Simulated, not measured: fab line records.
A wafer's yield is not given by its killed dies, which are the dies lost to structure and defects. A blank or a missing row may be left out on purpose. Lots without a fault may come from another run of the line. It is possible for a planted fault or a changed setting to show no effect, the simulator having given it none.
fab line records	flow sky130
record lots=24	wafers=72	last_day=50
route steps=708 shown VT_ADJUST_HVTP@96 RES_XHIGH@360 CONTACT@422 METAL1@450 VIA1@472 METAL2@484
lots with no fault: from the same line, run without faults
start_h: the number of hours between the record's first day and the start of the first shown wafer of the lot	wait_h: hours since the lot's step before	" same as the row above	L1.1+2: several wafers, shown together as one row	- either no value or no given start	* or withheld: withheld	< > ~ a bound
route shown NAME@n: names a module that has steps shown in the file, with the first one's number in the route	usual: the fault-free wafers' mean and standard deviation	same: alike in all rows	chamber/n: place in a boat	sites: each site's reading	_std_site: standard deviation across them	_edge_site: inner sites' mean taken away from outer sites' mean	radius_mm: for every site, how far away it sits from the centre of the wafer	mask NAME#n: copy n	behind: the last tool/chamber to shape the wafer	hold: reason for holding the lot/hours on hold/outcome of the hold	device: which transistor (n, p or np) failed to switch	end of line: the same wafers' tests at the end of the route	a step given without rows: its recipe and nothing more	killed: at the first sort, the dies lost to defects and structure; wafer yield is something else	map: a wafer's dies, marking killed ones x, the rest . and places with no die _
set.NAME: the run value of the setting; set.NAME@STEP: its run value at that earlier step	model.NAME: the simulator's own value behind a step, which no gauge read
steps of the route over a sample of lots; a table a step, a row a wafer
services: from which hour (start_h, from the record's first day; less than 0 if before it) a tool's chamber was out of use, for how many hours, and why
## steps
# step SKY_VT_ADJUST_HVTP_TW_MEAS_11
# usual VT_ADJUST_HVTP_TW=1355/8.2
lot.wafer	tool	chamber	start_h	wait_h	VT_ADJUST_HVTP_TW
L074.2	film_metro-01	-	124.28	0.1	1360
L074.3	"	-	"	"	1358
L074.6	"	-	"	"	1354
L075.1	film_metro-03	-	132.73	0.1	1348
L075.2	"	-	"	"	1356
L075.5	"	-	"	"	1352
L076.1	film_metro-03	-	139.25	0.1	1353
L076.2	"	-	"	"	1356
L076.6	"	-	"	"	1344
L077.1	film_metro-01	-	146.00	0.1	1353
L077.4	"	-	"	"	1355
L077.5	"	-	"	"	1359
L078.2	film_metro-03	-	148.71	0.1	1352
L078.5	"	-	"	"	1351
L078.6	"	-	"	"	1351
L079.3	film_metro-03	-	155.42	0.1	1354
L079.4	"	-	"	"	1340
L079.6	"	-	"	"	1346
L080.1	film_metro-03	-	159.93	0.1	1355
L080.5	"	-	"	"	1345
L080.6	"	-	"	"	1347
L081.1	film_metro-01	-	165.63	0.1	1362
L081.4	"	-	"	"	1369
L081.6	"	-	"	"	1364
L082.2	film_metro-03	-	179.83	0.1	1343
L082.3	"	-	"	"	1344
L082.5	"	-	"	"	1349
L083.1	film_metro-01	-	181.60	0.1	1361
L083.2	"	-	"	"	1362
L083.6	"	-	"	"	1363
L084.3	film_metro-03	-	190.05	0.1	1350
L084.5	"	-	"	"	1346
L084.6	"	-	"	"	1353
L085.2	film_metro-01	-	193.48	0.1	1355
L085.4	"	-	"	"	1356
L085.5	"	-	"	"	1363
L086.3	film_metro-03	-	200.90	0.1	1349
L086.4	"	-	"	"	1343
L086.6	"	-	"	"	1346
L087.2	film_metro-01	-	209.76	0.1	1358
L087.3	"	-	"	"	1357
L087.6	"	-	"	"	1359
L088.1	film_metro-01	-	215.22	0.1	1356
L088.2	"	-	"	"	1358
L088.5	"	-	"	"	1361
L089.1	film_metro-03	-	222.03	0.1	1349
L089.4	"	-	"	"	1344
L089.6	"	-	"	"	1345
L090.4	film_metro-03	-	225.06	0.1	1349
L090.5	"	-	"	"	1352
L090.6	"	-	"	"	1352
L091.2	film_metro-01	-	230.13	0.1	1368
L091.5	"	-	"	"	1365
L091.6	"	-	"	"	1362
L092.3	film_metro-01	-	238.27	0.1	1373
L092.4	"	-	"	"	1365
L092.5	"	-	"	"	1369
L093.2	film_metro-03	-	246.59	0.1	1346
L093.4	"	-	"	"	1345
L093.6	"	-	"	"	1349
L094.2	film_metro-04	-	253.44	0.1	1363
L094.5	"	-	"	"	1363
L094.6	"	-	"	"	1374
L095.1	film_metro-03	-	264.63	0.1	1350
L095.4	"	-	"	"	1358
L095.5	"	-	"	"	1346
L096.3	film_metro-01	-	271.70	0.1	1358
L096.4	"	-	"	"	1361
L096.6	"	-	"	"	1360
L097.1	film_metro-01	-	275.51	0.1	1358
L097.4	"	-	"	"	1352
L097.5	"	-	"	"	1358
# step SKY_SD_N_RS_MEAS_18
# recipe thk_meas_gauge=four-point-probe
# usual RES_XHIGH_RS=333.1/1
lot.wafer	tool	chamber	start_h	wait_h	RES_XHIGH_RS[ohm/sq]
L074.2	film_metro-01	-	649.72	0.1	332.9
L074.3	"	-	"	"	332.4
L074.6	"	-	"	"	333.4
L075.1	film_metro-03	-	660.61	0.1	334.7
L075.2	"	-	"	"	333.7
L075.5	"	-	"	"	332.4
L076.1	film_metro-01	-	679.59	0.1	333.2
L076.2	"	-	"	"	333.7
L076.6	"	-	"	"	333.9
L077.1	film_metro-01	-	684.31	0.1	333.4
L077.4	"	-	"	"	331.1
L077.5	"	-	"	"	332.3
L078.2	film_metro-01	-	688.37	0.1	333.6
L078.5	"	-	"	"	333.0
L078.6	"	-	"	"	333.4
L079.3	film_metro-01	-	696.10	0.1	331.7
L079.4	"	-	"	"	332.9
L079.6	"	-	"	"	332.2
L080.1	film_metro-03	-	705.41	0.1	333.0
L080.5	"	-	"	"	335.0
L080.6	"	-	"	"	333.8
L081.1	film_metro-01	-	709.06	0.1	332.7
L081.4	"	-	"	"	331.3
L081.6	"	-	"	"	333.1
L083.1	film_metro-01	-	730.10	0.1	332.3
L083.2	"	-	"	"	332.4
L083.6	"	-	"	"	333.4
L082.2	film_metro-04	-	731.22	0.1	332.0
L082.3	"	-	"	"	333.4
L082.5	"	-	"	"	331.8
L084.3	film_metro-01	-	739.14	0.1	331.8
L084.5	"	-	"	"	330.7
L084.6	"	-	"	"	331.4
L085.2	film_metro-01	-	747.62	0.1	333.9
L085.4	"	-	"	"	332.1
L085.5	"	-	"	"	332.9
L086.3	film_metro-03	-	766.08	0.1	335.9
L086.4	"	-	"	"	334.0
L086.6	"	-	"	"	334.9
L087.2	film_metro-01	-	767.98	0.1	332.8
L087.3	"	-	"	"	332.9
L087.6	"	-	"	"	332.0
L088.1	film_metro-03	-	769.69	0.1	332.9
L088.2	"	-	"	"	332.7
L088.5	"	-	"	"	332.4
L089.1	film_metro-01	-	771.96	0.1	334.2
L089.4	"	-	"	"	332.4
L089.6	"	-	"	"	334.5
L090.4	film_metro-04	-	785.51	0.1	335.6
L090.5	"	-	"	"	335.1
L090.6	"	-	"	"	334.2
L091.2	film_metro-03	-	786.37	0.1	331.7
L091.5	"	-	"	"	332.0
L091.6	"	-	"	"	332.8
L092.3	film_metro-04	-	790.68	0.1	332.1
L092.4	"	-	"	"	329.2
L092.5	"	-	"	"	331.5
L093.2	film_metro-01	-	806.17	0.1	332.7
L093.4	"	-	"	"	333.1
L093.6	"	-	"	"	333.7
L094.2	film_metro-01	-	813.13	0.1	335.5
L094.5	"	-	"	"	333.7
L094.6	"	-	"	"	334.2
L095.1	film_metro-01	-	825.10	0.1	335.1
L095.4	"	-	"	"	332.9
L095.5	"	-	"	"	334.1
L096.3	film_metro-01	-	830.64	0.1	332.1
L096.4	"	-	"	"	332.3
L096.6	"	-	"	"	332.4
L097.1	film_metro-03	-	834.29	0.1	333.5
L097.4	"	-	"	"	333.7
L097.5	"	-	"	"	333.6
# step SKY_CONTACT_ETCH_16
# recipe chemistry=N2/H2	target=BARC	ion_energy_ev=200	source_w=500	bias_w=100	pressure_mtorr=30	n2_flow_sccm=100	h2_flow_sccm=200	stop_on=SiO2	time_s=45.9	target_depth_a=600
# usual drypump_motor_current_A=5.6/0.53	oes_product_au=0.855/0.0045	throttle_valve_pct=13.225/0.0089
lot.wafer	tool	chamber	start_h	wait_h	drypump_motor_current_A	oes_product_au	rf_hours_counter_h	throttle_valve_pct
L074.2	rie_diel-02	2	738.43	0.0	5.4	0.855	4	13.231
L074.3	"	3	"	"	4.8	0.861	3	13.206
L074.6	"	0	"	"	5.1	0.856	-	13.231
L075.1	rie_diel-04	3	749.25	0.0	5.7	0.844	4	13.228
L075.2	"	2	"	"	5.6	0.856	0	13.231
L075.5	"	2	"	"	5.6	0.852	-	13.224
L076.1	rie_diel-02	3	765.83	0.0	4.8	0.847	3	13.215
L076.2	"	1	"	"	6.4	0.850	15	13.227
L076.6	"	2	"	"	5.4	0.861	-	13.233
L077.1	rie_diel-01	1	772.23	0.0	5.1	0.853	7	13.206
L077.4	"	3	"	"	6.7	0.849	13	13.230
L077.5	"	2	"	"	5.2	0.855	-	13.217
L078.2	rie_diel-02	0	774.95	0.0	5.1	0.855	4	13.222
L078.5	"	2	"	"	5.4	0.858	-	13.221
L078.6	"	3	"	"	4.9	0.858	-	13.228
L079.3	rie_diel-04	2	781.93	0.0	5.7	0.857	1	13.228
L079.4	"	1	"	"	6.2	0.852	5	13.219
L079.6	"	3	"	"	5.6	0.859	-	13.223
L080.1	rie_diel-04	2	791.75	0.0	5.6	0.861	1	13.215
L080.5	"	0	"	"	5.9	0.848	-	13.225
L080.6	"	3	"	"	5.7	0.844	-	13.221
L081.1	rie_diel-01	2	794.75	0.0	5.2	0.854	7	13.232
L081.4	"	3	"	"	6.7	0.860	14	13.220
L081.6	"	3	"	"	6.7	0.853	-	13.226
L083.1	rie_diel-02	3	815.58	0.0	4.8	0.846	5	13.213
L083.2	"	0	"	"	5.1	0.859	5	13.226
L083.6	"	2	"	"	5.4	0.858	-	13.249
L082.2	rie_diel-04	3	816.48	0.0	5.7	0.857	6	13.227
L082.3	"	1	"	"	6.2	0.856	6	13.223
L082.5	"	3	"	"	5.7	0.850	-	13.234
L084.3	rie_diel-01	2	823.98	0.0	5.2	0.862	8	13.226
L084.5	"	2	"	"	5.2	0.852	-	13.230
L084.6	"	1	"	"	5.1	0.861	-	13.215
L085.2	rie_diel-02	3	831.43	0.0	4.8	0.855	5	13.219
L085.4	"	0	"	"	5.1	0.860	5	13.233
L085.5	"	3	"	"	4.8	0.854	-	13.208
L086.3	rie_diel-04	0	850.63	0.0	5.9	0.853	8	13.226
L086.4	"	2	"	"	5.6	0.860	3	13.229
L086.6	"	2	"	"	5.6	0.859	-	13.217
L087.2	rie_diel-01	0	852.10	0.0	5.8	0.860	5	13.223
L087.3	"	2	"	"	5.2	0.858	9	13.221
L087.6	"	3	"	"	6.7	0.856	-	13.222
L088.1	rie_diel-01	3	853.60	0.0	6.6	0.852	16	13.229
L088.2	"	2	"	"	5.2	0.848	9	13.225
L088.5	"	1	"	"	5.2	0.844	-	13.211
L089.1	rie_diel-02	2	856.18	0.0	5.4	0.857	8	13.222
L089.4	"	1	"	"	6.4	0.854	18	13.236
L089.6	"	3	"	"	4.9	0.861	-	13.223
L090.4	rie_diel-02	2	869.28	0.0	5.4	0.849	8	13.228
L090.5	"	2	"	"	5.4	0.851	-	13.209
L090.6	"	3	"	"	4.8	0.854	-	13.225
L091.2	rie_diel-04	1	870.78	0.0	6.2	0.850	7	13.227
L091.5	"	1	"	"	6.3	0.856	-	13.225
L091.6	"	2	"	"	5.6	0.853	-	13.232
L092.3	rie_diel-01	0	874.03	0.0	5.8	0.863	5	13.230
L092.4	"	1	"	"	5.2	0.849	11	13.227
L092.5	"	2	"	"	5.3	0.856	-	13.221
L093.2	rie_diel-04	2	888.30	0.0	5.6	0.853	4	13.210
L093.4	"	0	"	"	5.9	0.860	10	13.233
L093.6	"	0	"	"	5.9	0.858	-	13.224
L094.2	rie_diel-04	2	895.53	0.0	5.6	0.853	4	13.236
L094.5	"	3	"	"	5.6	0.858	-	13.213
L094.6	"	0	"	"	5.9	0.857	-	13.237
L095.1	rie_diel-02	3	908.08	0.0	4.9	0.855	8	13.241
L095.4	"	0	"	"	5.1	0.859	8	13.205
L095.5	"	0	"	"	5.1	0.846	-	13.233
L096.3	rie_diel-04	2	913.03	0.0	5.6	0.855	5	13.219
L096.4	"	1	"	"	6.2	0.855	9	13.209
L096.6	"	1	"	"	6.2	0.860	-	13.222
L097.1	rie_diel-01	0	915.78	0.0	5.8	0.861	7	13.228
L097.4	"	1	"	"	5.1	0.859	12	13.240
L097.5	"	3	"	"	6.7	0.848	-	13.217
# step SKY_METAL1_OVL_MEAS_16
# usual METAL1_OVL=-4/6
lot.wafer	tool	chamber	start_h	wait_h	METAL1_OVL[nm]
L074.2	overlay-01	-	767.19	0.1	-9
L074.3	"	-	"	"	-8
L074.6	"	-	"	"	-18
L075.1	overlay-02	-	778.19	0.1	-4
L075.2	"	-	"	"	-7
L075.5	"	-	"	"	-4
L076.1	overlay-01	-	794.85	0.1	5
L076.2	"	-	"	"	-2
L076.6	"	-	"	"	-4
L077.1	overlay-02	-	800.85	0.1	-1
L077.4	"	-	"	"	-5
L077.5	"	-	"	"	-3
L078.2	overlay-01	-	803.49	0.1	-5
L078.5	"	-	"	"	0
L078.6	"	-	"	"	-1
L079.3	overlay-02	-	810.15	0.1	-7
L079.4	"	-	"	"	-9
L079.6	"	-	"	"	-8
L080.1	overlay-02	-	820.79	0.1	1
L080.5	"	-	"	"	-6
L080.6	"	-	"	"	3
L081.1	overlay-02	-	823.53	0.1	4
L081.4	"	-	"	"	4
L081.6	"	-	"	"	7
L083.1	overlay-02	-	844.38	0.1	0
L083.2	"	-	"	"	0
L083.6	"	-	"	"	-1
L082.2	overlay-01	-	844.90	0.1	-10
L082.3	"	-	"	"	-6
L082.5	"	-	"	"	-2
L084.3	overlay-02	-	852.51	0.1	-3
L084.5	"	-	"	"	-1
L084.6	"	-	"	"	-4
L085.2	overlay-02	-	859.25	0.1	-9
L085.4	"	-	"	"	-13
L085.5	"	-	"	"	-11
L086.3	overlay-02	-	878.11	0.1	-12
L086.4	"	-	"	"	-16
L086.6	"	-	"	"	-14
L087.2	overlay-02	-	880.20	0.1	3
L087.3	"	-	"	"	7
L087.6	"	-	"	"	2
L088.1	overlay-01	-	881.59	0.1	-5
L088.2	"	-	"	"	-3
L088.5	"	-	"	"	-7
L089.1	overlay-01	-	884.29	0.1	-3
L089.4	"	-	"	"	-9
L089.6	"	-	"	"	-6
L090.4	overlay-02	-	897.27	0.1	2
L090.5	"	-	"	"	5
L090.6	"	-	"	"	3
L091.2	overlay-02	-	898.89	0.1	-5
L091.5	"	-	"	"	-10
L091.6	"	-	"	"	-8
L092.3	overlay-02	-	901.50	0.1	2
L092.4	"	-	"	"	-10
L092.5	"	-	"	"	-10
L093.2	overlay-01	-	915.40	0.1	0
L093.4	"	-	"	"	5
L093.6	"	-	"	"	9
L094.2	overlay-01	-	921.54	0.1	0
L094.5	"	-	"	"	6
L094.6	"	-	"	"	5
L095.1	overlay-01	-	934.30	0.1	-9
L095.4	"	-	"	"	-9
L095.5	"	-	"	"	-8
L096.3	overlay-02	-	939.70	0.1	5
L096.4	"	-	"	"	-2
L096.6	"	-	"	"	1
L097.1	overlay-02	-	942.94	0.1	-8
L097.4	"	-	"	"	-11
L097.5	"	-	"	"	-7
# step SKY_VIA1_ETCH_14
# recipe chemistry=N2/H2	target=BARC	ion_energy_ev=200	source_w=500	bias_w=100	pressure_mtorr=30	n2_flow_sccm=100	h2_flow_sccm=200	stop_on=SiO2	time_s=45.9	target_depth_a=600
# usual drypump_motor_current_A=5.7/0.41	oes_product_au=0.855/0.0049	throttle_valve_pct=13.226/0.0092
lot.wafer	tool	chamber	start_h	wait_h	drypump_motor_current_A	oes_product_au	rf_hours_counter_h	throttle_valve_pct
L074.2	rie_diel-03	0	795.70	0.0	5.0	0.851	8	13.236
L074.3	"	3	"	"	6.1	0.855	4	13.227
L074.6	"	2	"	"	5.7	0.860	-	13.217
L075.1	rie_diel-04	1	807.12	0.0	6.2	0.857	5	13.218
L075.2	"	2	"	"	5.6	0.856	1	13.228
L075.5	"	1	"	"	6.2	0.850	-	13.210
L076.1	rie_diel-03	3	823.22	0.0	6.0	0.856	5	13.215
L076.2	"	1	"	"	5.6	0.850	5	13.221
L076.6	"	1	"	"	5.6	0.845	-	13.231
L077.1	rie_diel-04	3	829.88	0.0	5.6	0.855	7	13.237
L077.4	"	0	"	"	5.9	0.864	8	13.216
L077.5	"	3	"	"	5.7	0.865	-	13.233
L078.2	rie_diel-03	3	831.70	0.0	6.0	0.857	5	13.220
L078.5	"	2	"	"	5.7	0.856	-	13.212
L078.6	"	1	"	"	5.7	0.868	-	13.215
L079.3	rie_diel-04	3	837.88	0.0	5.7	0.856	7	13.229
L079.4	"	0	"	"	5.9	0.855	8	13.222
L079.6	"	1	"	"	6.2	0.846	-	13.222
L080.1	rie_diel-03	2	848.50	0.0	5.7	0.855	17	13.244
L080.5	"	0	"	"	5.0	0.849	-	13.242
L080.6	"	1	"	"	5.7	0.866	-	13.206
L081.1	rie_diel-03	0	851.88	0.0	5.0	0.856	9	13.219
L081.4	"	3	"	"	6.1	0.859	6	13.217
L081.6	"	3	"	"	6.1	0.849	-	13.235
L083.1	rie_diel-04	0	872.60	0.0	5.9	0.855	9	13.219
L083.2	"	3	"	"	5.6	0.857	8	13.227
L083.6	"	0	"	"	5.9	0.861	-	13.222
L082.2	rie_diel-03	3	872.92	0.0	6.0	0.857	6	13.217
L082.3	"	1	"	"	5.7	0.857	5	13.211
L082.5	"	2	"	"	5.7	0.855	-	13.234
L084.3	rie_diel-04	3	880.07	0.0	5.7	0.855	8	13.224
L084.5	"	3	"	"	5.6	0.851	-	13.239
L084.6	"	0	"	"	5.9	0.850	-	13.236
L085.2	rie_diel-04	2	887.02	0.0	5.6	0.856	4	13.213
L085.4	"	0	"	"	5.9	0.852	9	13.216
L085.5	"	3	"	"	5.7	0.861	-	13.223
L086.3	rie_diel-01	1	905.50	0.0	5.2	0.858	12	13.228
L086.4	"	0	"	"	5.8	0.859	6	13.227
L086.6	"	3	"	"	6.7	0.855	-	13.230
L087.2	rie_diel-01	0	907.77	0.0	5.8	0.854	6	13.236
L087.3	"	2	"	"	5.2	0.859	10	13.241
L087.6	"	0	"	"	5.8	0.850	-	13.230
L088.1	rie_diel-03	2	908.92	0.0	5.7	0.855	19	13.223
L088.2	"	3	"	"	6.0	0.860	7	13.212
L088.5	"	2	"	"	5.7	0.850	-	13.216
L089.1	rie_diel-01	1	911.92	0.0	5.1	0.848	12	13.237
L089.4	"	0	"	"	5.8	0.850	6	13.225
L089.6	"	2	"	"	5.3	0.851	-	13.219
L090.4	rie_diel-01	3	924.18	0.0	6.7	0.850	17	13.219
L090.5	"	3	"	"	6.7	0.857	-	13.249
L090.6	"	0	"	"	5.8	0.854	-	13.237
L091.2	rie_diel-03	0	925.67	0.0	5.0	0.853	11	13.226
L091.5	"	3	"	"	6.1	0.860	-	13.230
L091.6	"	0	"	"	5.0	0.851	-	13.221
L092.3	rie_diel-03	0	928.38	0.0	5.0	0.857	11	13.224
L092.4	"	1	"	"	5.6	0.855	7	13.242
L092.5	"	0	"	"	5.0	0.853	-	13.228
L093.2	rie_diel-04	3	942.57	0.0	5.6	0.854	11	13.213
L093.4	"	0	"	"	5.9	0.848	11	13.214
L093.6	"	2	"	"	5.6	0.860	-	13.216
L094.2	rie_diel-01	2	947.38	0.0	5.3	0.860	11	13.234
L094.5	"	0	"	"	5.8	0.862	-	13.214
L094.6	"	1	"	"	5.2	0.859	-	13.223
L095.1	rie_diel-03	2	960.12	0.0	5.7	0.853	20	13.231
L095.4	"	1	"	"	5.6	0.852	8	13.222
L095.5	"	1	"	"	5.7	0.854	-	13.214
L096.3	rie_diel-03	0	965.52	0.0	5.0	0.847	12	13.219
L096.4	"	3	"	"	6.0	0.861	9	13.226
L096.6	"	3	"	"	6.0	0.861	-	13.232
L097.1	rie_diel-04	1	969.05	0.0	6.1	0.868	10	13.227
L097.4	"	0	"	"	5.9	0.863	12	13.237
L097.5	"	3	"	"	5.7	0.853	-	13.237
# step SKY_METAL2_SPUTTER_01
# recipe material=TiN	target_thk_nm=20	power_w=6500	time_s=16.7	chamber_pressure_pa=0.4
# usual throttle_valve_pct=29.9/1.2
lot.wafer	tool	chamber	start_h	wait_h	throttle_valve_pct
L074.2	pvd_sputter-01	-	797.07	0.0	29.5
L074.3	"	-	"	"	29.5
L074.6	"	-	"	"	29.3
L075.1	pvd_sputter-01	-	808.47	0.0	30.1
L075.2	"	-	"	"	29.2
L075.5	"	-	"	"	29.5
L076.1	pvd_sputter-03	-	824.57	0.0	31.9
L076.2	"	-	"	"	27.5
L076.6	"	-	"	"	28.9
L077.1	pvd_sputter-03	-	831.35	0.0	29.1
L077.4	"	-	"	"	27.1
L077.5	"	-	"	"	27.3
L078.2	pvd_sputter-03	-	833.21	0.0	29.1
L078.5	"	-	"	"	29.3
L078.6	"	-	"	"	27.5
L079.3	pvd_sputter-01	-	839.28	0.0	29.9
L079.4	"	-	"	"	31.5
L079.6	"	-	"	"	29.8
L080.1	pvd_sputter-01	-	849.93	0.0	29.4
L080.5	"	-	"	"	29.6
L080.6	"	-	"	"	30.1
L081.1	pvd_sputter-02	-	853.28	0.0	30.1
L081.4	"	-	"	"	30.4
L081.6	"	-	"	"	30.2
L083.1	pvd_sputter-01	-	873.93	0.0	30.2
L083.2	"	-	"	"	29.5
L083.6	"	-	"	"	29.6
L082.2	pvd_sputter-02	-	874.26	0.0	30.0
L082.3	"	-	"	"	31.0
L082.5	"	-	"	"	29.8
L084.3	pvd_sputter-01	-	881.45	0.0	29.2
L084.5	"	-	"	"	30.1
L084.6	"	-	"	"	29.6
L085.2	pvd_sputter-01	-	888.37	0.0	30.2
L085.4	"	-	"	"	29.3
L085.5	"	-	"	"	29.5
L086.3	pvd_sputter-01	-	906.87	0.0	29.8
L086.4	"	-	"	"	31.4
L086.6	"	-	"	"	29.4
L087.2	pvd_sputter-01	-	909.12	0.0	31.4
L087.3	"	-	"	"	29.4
L087.6	"	-	"	"	29.5
L088.1	pvd_sputter-02	-	910.26	0.0	29.8
L088.2	"	-	"	"	29.4
L088.5	"	-	"	"	31.1
L089.1	pvd_sputter-01	-	913.37	0.0	29.4
L089.4	"	-	"	"	29.1
L089.6	"	-	"	"	31.4
L090.4	pvd_sputter-01	-	925.58	0.0	29.4
L090.5	"	-	"	"	30.1
L090.6	"	-	"	"	29.6
L091.2	pvd_sputter-01	-	927.35	0.0	29.4
L091.5	"	-	"	"	29.4
L091.6	"	-	"	"	30.1
L092.3	pvd_sputter-02	-	929.82	0.0	30.9
L092.4	"	-	"	"	29.4
L092.5	"	-	"	"	29.4
L093.2	pvd_sputter-01	-	943.91	0.0	29.7
L093.4	"	-	"	"	29.2
L093.6	"	-	"	"	29.5
L094.2	pvd_sputter-03	-	948.76	0.0	27.7
L094.5	"	-	"	"	27.7
L094.6	"	-	"	"	32.1
L095.1	pvd_sputter-03	-	961.46	0.0	27.5
L095.4	"	-	"	"	29.5
L095.5	"	-	"	"	32.3
L096.3	pvd_sputter-02	-	966.90	0.0	31.1
L096.4	"	-	"	"	30.1
L096.6	"	-	"	"	30.7
L097.1	pvd_sputter-02	-	970.42	0.0	31.0
L097.4	"	-	"	"	30.2
L097.5	"	-	"	"	31.5
## services
tool	chamber	start_h	hours	kind
rie_diel-04	3	719.08	12.9	repair
pvd_sputter-03	-	737.93	0.9	repair
rie_diel-04	-	739.98	1.1	repair
pvd_sputter-01	-	745.35	6.2	repair
rie_diel-04	2	752.87	26.1	repair
rie_diel-03	-	756.51	0.4	repair
pvd_sputter-03	-	761.31	1.0	repair
rie_diel-02	-	762.29	1.6	repair
pvd_sputter-02	-	768.48	8.8	repair
rie_diel-03	-	769.83	2.8	pm
rie_diel-02	-	775.32	0.4	repair
rie_diel-03	-	779.64	2.6	repair
rie_diel-03	3	786.93	6.1	repair
pvd_sputter-01	1	795.40	-	consumable_replace:kit
pvd_sputter-01	1	795.40	18.0	scheduled_down
pvd_sputter-01	1	795.40	18.0	vent_cycle
pvd_sputter-03	-	836.77	2.9	repair
rie_diel-01	-	886.20	6.2	repair
rie_diel-02	1	892.96	12.4	repair
rie_diel-01	3	896.82	4.5	repair
rie_diel-01	-	903.82	1.2	repair
rie_diel-04	1	924.52	6.0	repair
rie_diel-02	2	952.27	3.4	repair
rie_diel-04	0	961.20	2.6	repair
## key
fault none
